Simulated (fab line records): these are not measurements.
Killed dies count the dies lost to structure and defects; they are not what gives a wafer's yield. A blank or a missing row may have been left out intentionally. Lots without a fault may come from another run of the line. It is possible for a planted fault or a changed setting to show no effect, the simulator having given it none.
A struck lot beside a sound one ; flow sky130 ; 43 out of 708 route steps
Sound: these wafers, L614.1, L614.4, L614.6. Struck: wafers L624.1, L624.4, L624.6. The cause is given at the end.
For every step that has rows: the tool of each side, followed by ch and its chambers, followed by its first start. Under that, the readings that differ: sound wafers ; struck wafers ; difference of the means ; sigmas: that difference in standard deviations of wafers without a fault.
alike: same words and numbers on both sides, and readings whose means sit less than 2 such deviations apart. not compared: any withheld reading, any reading some wafer has no value for, any bound like >300 that may hide the same value, and any number with overlapping values for which the record gives no deviation.
Wherever a step has rows on one side only, a row that says differs or no value, or a row with sigmas, the two part there. When numbers do not overlap yet have no deviation, they are printed without sigmas and do not part them. A reading that every wafer of one side lacks parts them only if that side has two wafers or more.

first, 5 steps without rows for these wafers: SKY_POLY_GATE_COAT_08 (resist thk 450 nm); SKY_POLY_GATE_SOFTBAKE_09 (time 90 s); SKY_POLY_GATE_EXPOSE_10 (exposes mask P1M, target cd 150 nm); SKY_POLY_GATE_PEB_11; SKY_POLY_GATE_DEVELOP_12 (develop time 60 s).
SKY_POLY_GATE_CD_MEAS_13 targets a cd of 150 nm.
  sound: cdSem-02 at day 17 10:55; struck: cdSem-01 at day 21 00:08
  alike: cdNm
SKY_POLY_GATE_OVL_MEAS_14:
  sound: overlay-02 at day 17 11:02; struck: overlay-01 at day 21 00:15
  alike: POLY_GATE_OVL
SKY_POLY_GATE_ETCH_15: etches BARC in N2/H2, stops on SiO2, time 118.5 s, target depth 110 nm.
  sound on rieDiel-02 ch 2,3, day 17 11:04; struck on rieDiel-04 ch 1,3, day 21 00:17
  alike: drypumpMotorCurrentA, oesProductAu, throttleValvePct
  not compared: rfHoursCounterH
SKY_POLY_GATE_ETCH_16: etches Si3N4 in CH3F/O2, stops on poly-Si, time 147.5 s, target depth 75 nm.
  sound on rieDiel-02 ch 2,3, day 17 11:10; struck on rieDiel-04 ch 1,3, day 21 00:22
  alike: drypumpMotorCurrentA, oesProductAu, throttleValvePct
  not compared: rfHoursCounterH
SKY_POLY_GATE_ETCH_17: etches poly-Si in HBr/Cl2, stops on SiO2, target depth 180 nm, time 70.5 s.
  sound on rieSi-02 ch 0,1, day 17 11:15; struck on rieSi-01 ch 1,3, day 21 00:28
  alike: HBr_flow_sccm, drypumpMotorCurrentA, heBacksideLeakSccm, oesProductAu, throttleValvePct
  not compared: rfHoursCounterH
SKY_POLY_GATE_STRIP_18: strips in O2/N2.
  sound on plasmaAsher-03 ch 0,1, day 17 11:19; struck on plasmaAsher-01 ch 0,1, day 21 00:32
  alike: drypumpMotorCurrentA, oesProductAu, stripTimeToEndpointS
  not compared: rfHoursCounterH
then, 1 step without rows for these wafers: SKY_POLY_GATE_CLEAN_19 (cleans in SC1/SC2, time 150 s).
SKY_POLY_GATE_OXIDATION_20: stabilise 600 s, purge 300 s, target thk 4 nm.
  sound on furnace-01 ch 0, day 17 20:11; struck on furnace-02 ch 0, day 21 00:41
  alike: zonePowerBottomPct
SKY_POLY_GATE_THK_MEAS_21:
  sound: filmMetro-04 at day 17 21:26; struck: filmMetro-04 at day 21 01:56
  alike: POLY_GATE_OXIDATION_THK
SKY_POLY_GATE_CD_MEAS_22:
  sound: cdSem-01 at day 17 21:30; struck: cdSem-02 at day 21 01:59
  alike: cdNm
then, 7 steps without rows for these wafers: SKY_LDD_N_DEHYDRATE_00 (time 60 s); SKY_LDD_N_HMDS_01 (prime time 60 s); SKY_LDD_N_COAT_02 (resist thk 305.1 nm); SKY_LDD_N_SOFTBAKE_03 (time 60 s); SKY_LDD_N_EXPOSE_04 (exposes mask NTM, target cd 840 nm); SKY_LDD_N_PEB_05; SKY_LDD_N_DEVELOP_06 (develop time 60 s).
SKY_LDD_N_OVL_MEAS_07:
  sound: overlay-01 at day 19 02:08; struck: overlay-01 at day 22 09:14
  alike: LDD_N_OVL
then, 8 steps without rows for these wafers: SKY_LDD_N_IMPLANT_08; SKY_LDD_N_IMPLANT_09; SKY_LDD_N_IMPLANT_10; SKY_LDD_N_IMPLANT_11; SKY_LDD_N_IMPLANT_12; SKY_LDD_N_IMPLANT_13; SKY_LDD_N_IMPLANT_14; SKY_LDD_N_IMPLANT_15.
SKY_LDD_N_STRIP_16: strips in O2/N2.
  sound on plasmaAsher-04 ch 0,1, day 19 03:22; struck on plasmaAsher-01 ch 0,1, day 22 10:28
  alike: drypumpMotorCurrentA, oesProductAu, stripTimeToEndpointS
  not compared: rfHoursCounterH
SKY_LDD_N_TW_MEAS_17:
  sound: filmMetro-03 at day 19 03:28; struck: filmMetro-04 at day 22 10:34
reading;sound;struck;difference;sigmas
LDD_N_TW;2528 2533 2517;2566 2564 2572;+41;+2
then, 7 steps without rows for these wafers: SKY_LDD_P_DEHYDRATE_00 (time 60 s); SKY_LDD_P_HMDS_01 (prime time 60 s); SKY_LDD_P_COAT_02 (resist thk 1140 nm); SKY_LDD_P_SOFTBAKE_03 (time 60 s); SKY_LDD_P_EXPOSE_04 (exposes mask PSDM, target cd 380 nm); SKY_LDD_P_PEB_05; SKY_LDD_P_DEVELOP_06 (develop time 60 s).
SKY_LDD_P_CD_MEAS_07 targets a cd of 380 nm.
  sound: cdSem-01 at day 20 09:50; struck: cdSem-02 at day 23 17:02
reading;sound;struck;difference;sigmas
cdNm (nm);382.9 383.7 381.0;377.3 376.8 376.6;-5.6;-2
SKY_LDD_P_OVL_MEAS_08:
  sound: overlay-01 at day 20 09:58; struck: overlay-01 at day 23 17:09
reading;sound;struck;difference;sigmas
LDD_P_OVL (nm);1.7 0.6 1.5;-0.9 -1.5 -1.8;-2.7;-2
-- a jump in the record: the struck wafers' starts before and after are 25 days apart (it breaks off in module LDD_P and resumes in module PAD_OPEN, where the first step shown is number 708 of the route) --
SKY_PAD_OPEN_PROBE_99:
  sound: prober-02 at day 46 21:03; struck: prober-01 at day 48 22:56
reading;sound;struck;difference;sigmas
model.etest.diodeNwellSub.leakLog10ACm2;-7.226 -7.317 -7.481;-6.317 -6.378 -6.275;+1.018;
model.etest.diodeDnwellSub.leakLog10ACm2;-7.345 -7.248 -7.349;-6.184 -6.148 -6.013;+1.199;
model.etest.diodePwellDnwell.leakLog10ACm2;-7.579 -7.612 -7.465;-6.737 -6.497 -6.549;+0.958;
model.etest.diodeNdiffPwellHv.leakLog10ACm2;-6.594 -6.543 -6.763;-6.107 -6.128 -6.279;+0.462;
model.etest.diodePdiffNwellHv.leakLog10ACm2;-6.638 -6.341 -6.448;-6.141 -6.046 -5.981;+0.420;
model.etest.diodeNdiffPwell.leakLog10ACm2;-7.398 -7.234 -7.348;-6.946 -6.891 -6.575;+0.523;
model.etest.diodePdiffNwell.leakLog10ACm2;-7.294 -7.393 -7.212;-6.426 -6.564 -6.557;+0.784;
model.etest.nfet_16v.offLog10AUm;-13.79 -13.9 -13.82;-13.4 -13.3 -13.28;+0.5;
  alike: killed_at_M0_to_M3, killed_at_M4_up, killedAtContacts, killedAtFrontEnd, killedAtOther, killedDies, killedOpen, killedShort

## WHERE THEY PART
Earliest at SKY_LDD_N_TW_MEAS_17; latest, in this record, at SKY_LDD_P_OVL_MEAS_08. Later steps at which nothing parts them and some readings are alike: SKY_PAD_OPEN_PROBE_99.

WHY: what the simulator had put in
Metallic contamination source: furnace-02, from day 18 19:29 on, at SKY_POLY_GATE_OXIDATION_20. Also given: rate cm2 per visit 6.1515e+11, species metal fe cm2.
